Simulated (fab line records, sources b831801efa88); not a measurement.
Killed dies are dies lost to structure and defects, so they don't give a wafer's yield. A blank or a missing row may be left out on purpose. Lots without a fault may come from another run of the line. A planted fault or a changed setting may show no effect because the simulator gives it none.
A struck lot beside a sound one | flow sky130 | 21 steps out of a route of 708
Sound: wafers L940.4, L940.5, L940.6. Struck: wafers L948.1, L948.4, L948.5. The cause comes at the end.
At each step with rows: each side's tool, then ch and its chambers, then its first start. Under that, the readings that differ: sound wafers | struck wafers | difference of the means | sigmas: that difference in standard deviations of wafers without a fault.
alike: readings whose means differ by less than 2 such deviations, and words and numbers that are the same on both sides. not compared: withheld readings, readings that some wafer has no value for, bounds like >300 that may hide the same value, and numbers for which the record gives no deviation and whose values overlap.
The two part at a step that has a row with sigmas, a row that says differs or no value, or rows on one side only. Numbers that don't overlap but have no deviation are shown without sigmas and don't part them. A reading that every wafer of one side lacks parts them only if that side has two wafers or more.

first, 1 step without rows for these wafers: SKY_FIELD_ISO_CVD_24 (deposits SiO2, target thk 595 nm, time 99.2 s).
SKY_FIELD_ISO_THK_MEAS_25:
  sound on film_metro-03, day 2 05:38; struck on film_metro-04, day 4 02:12
  alike: FIELD_ISO_CVD_24_THK
then, 1 step without rows for these wafers: SKY_FIELD_ISO_ANNEAL_26 (time 1800 s).
SKY_FIELD_ISO_CMP_27: polishes, stops on Si3N4, t overpolish 16 s, target thk 457.8 nm.
  sound on cmp-01 ch 2,3, day 2 08:52; struck on cmp-02 ch 0,2,3, day 4 03:46
  alike: motor_current_A, overpolish_run_s, time_to_endpoint_s
then, 5 steps without rows for these wafers: SKY_FIELD_ISO_WET_ETCH_28 (etches SiO2 in dHF, target depth 23.7 nm, time 47 s); SKY_FIELD_ISO_WET_ETCH_29 (etches Si3N4 in H3PO4, target depth 160 nm, time 1825 s); SKY_FIELD_ISO_WET_ETCH_30 (etches SiO2 in dHF, target depth 25 nm, time 50 s); SKY_NWELL_CLEAN_00 (cleans in SC1/SC2, time 150 s); SKY_NWELL_OXIDATION_01 (stabilise 600 s, purge 300 s, target thk 10 nm).
SKY_NWELL_THK_MEAS_02:
  sound on film_metro-03, day 2 12:31; struck on film_metro-01, day 4 06:40
  reading                  | sound             | struck         | difference | sigmas
  NWELL_OXIDATION_THK (nm) | 10.24 10.30 10.09 | 9.78 9.80 9.75 | -0.43      | -2
then, 2 steps without rows for these wafers: SKY_DNWELL_DEHYDRATE_00 (time 60 s); SKY_DNWELL_HMDS_01 (prime time 60 s).
SKY_DNWELL_COAT_02: resist thk 3000 nm.
  sound on litho_track-01 ch 0, day 2 21:09; struck on litho_track-01 ch 0, day 4 14:37
  reading                                  | sound                | struck               | difference | sigmas
  spin_speed_rpm (rpm)                     | 2002.0 2000.6 1998.4 | 2378.8 2379.5 2379.7 | +379.0     | +99 or more
  model.coat_of_DNWELL_COAT_02.thk_nm (nm) | 2979 2986 2990       | 2744 2747 2748       | -239       |
then, 3 steps without rows for these wafers: SKY_DNWELL_SOFTBAKE_03; SKY_DNWELL_EXPOSE_04 (exposes mask DNM, target cd 3000 nm); SKY_DNWELL_PEB_05.
SKY_DNWELL_DEVELOP_06: develop time 60 s.
  sound on litho_track-03 ch 0; struck on litho_track-03 ch 0
  reading                                  | sound          | struck         | difference | sigmas
  model.coat_of_DNWELL_COAT_02.thk_nm (nm) | 2975 2982 2986 | 2740 2743 2744 | -239       |
then, 1 step without rows for these wafers: SKY_DNWELL_IMPLANT_07.
SKY_DNWELL_STRIP_08: strips in O2/N2.
  sound on plasma_asher-04 ch 0,1, day 3 04:29; struck on plasma_asher-02 ch 0, day 5 00:25
  reading                      | sound             | struck            | difference | sigmas
  strip_time_to_endpoint_s (s) | 36.64 36.74 36.80 | 34.00 34.04 34.05 | -2.70      | -28
  alike: drypump_motor_current_A, oes_product_au
  not compared: rf_hours_counter_h
SKY_DNWELL_TW_MEAS_09:
  sound on film_metro-01, day 3 04:35; struck on film_metro-03, day 5 00:31
  alike: DNWELL_TW
-- the record jumps here: 43 days lie between the struck wafers' starts before and after (it left off in module DNWELL and takes up again in module PAD_OPEN, whose first step shown is number 708 of the route) --
SKY_PAD_OPEN_PROBE_99:
  sound on prober-02, day 45 21:35; struck on prober-01, day 48 03:38
  reading            | sound    | struck    | difference | sigmas
  killed_at_M4_up    | 2 0 3    | 6 9 5     | +5         | +3
  killed_at_contacts | 17 21 22 | 35 30 33  | +13        | +2
  killed_dies        | 70 81 73 | 92 82 107 | +19        | +2
  alike: killed_at_M0_to_M3, killed_at_front_end, killed_at_other, killed_open, killed_short
  not compared: model.etest.res_deep_nwell.width_nm

WHERE THEY PART
First at SKY_NWELL_THK_MEAS_02; last, within this record, at SKY_PAD_OPEN_PROBE_99.

WHY: what the simulator had put in
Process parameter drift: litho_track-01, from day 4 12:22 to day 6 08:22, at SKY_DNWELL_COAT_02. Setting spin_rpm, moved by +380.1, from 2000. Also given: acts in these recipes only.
